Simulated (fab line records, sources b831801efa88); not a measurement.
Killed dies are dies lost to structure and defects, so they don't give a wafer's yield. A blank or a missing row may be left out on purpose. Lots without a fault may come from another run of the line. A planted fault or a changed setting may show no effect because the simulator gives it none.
Which tool did it? | flow gf180mcu | 12 lots, 36 wafers sampled, at 2 steps of a route of 602

WHAT THE GAUGES READ, wafer by wafer
GF_HV_LDD_TW_MEAS_50.
lot  | measured     | on            | HV_LDD_4_TW
L075 | day 13 08:49 | film_metro-03 | 576 573 575
L077 | day 14 05:41 | film_metro-01 | 569 567 568
L079 | day 14 20:49 | film_metro-04 | 576 574 578
L081 | day 15 12:58 | film_metro-03 | 577 575 579
L083 | day 16 02:08 | film_metro-03 | 574 574 575
L085 | day 16 17:59 | film_metro-01 | 563 565 567
L087 | day 17 06:53 | film_metro-01 | 567 568 567
L089 | day 18 00:32 | film_metro-01 | 565 565 568
L091 | day 18 16:50 | film_metro-03 | 574 575 572
L093 | day 19 04:07 | film_metro-03 | 580 576 579
L095 | day 19 22:16 | film_metro-03 | 578 577 577
L097 | day 20 17:28 | film_metro-01 | 565 566 564

WHICH TOOL RAN EACH LOT (tool, then ch and the chambers of the sampled wafers, then the start)
lot  | GF_MVPSD_STRIP_10
L075 | plasma_asher-03 ch 0,1, day 5 12:59
L077 | plasma_asher-03 ch 0,1, day 6 04:40
L079 | plasma_asher-01 ch 0,1, day 6 13:36
L081 | plasma_asher-01 ch 0,1, day 7 00:09
L083 | plasma_asher-03 ch 0,1, day 7 12:37
L085 | plasma_asher-03 ch 0,1, day 7 21:45
L087 | plasma_asher-01 ch 0,1, day 8 10:13
L089 | plasma_asher-03 ch 0,1, day 8 20:33
L091 | plasma_asher-04 ch 0,1, day 9 11:01
L093 | plasma_asher-01 ch 0,1, day 9 22:40
L095 | plasma_asher-01 ch 0, day 10 09:31
L097 | plasma_asher-01 ch 0,1, day 11 01:03
- GF_MVPSD_STRIP_10: strips in O2/N2.

THE ANSWER, worked out from the rows above alone
Rule: what is usual is taken from the lots themselves. Put in order of their means at a reading, lots are off if they are a third of the lots or fewer, leave a main group of 4 or more, and stand apart from it by a gap of 3 or more times the standard deviation of the main group's means; of several such gaps the widest counts. A main group whose means are all the same, to the digits that the tables above print for the reading, isn't used. A lot without any number at a reading at which 4 lots or more have one is off too. The other lots that the step has rows for count as sound.
No lot is off at any reading shown: from this, nothing can be told.

WHAT THE SIMULATOR HAD PUT IN
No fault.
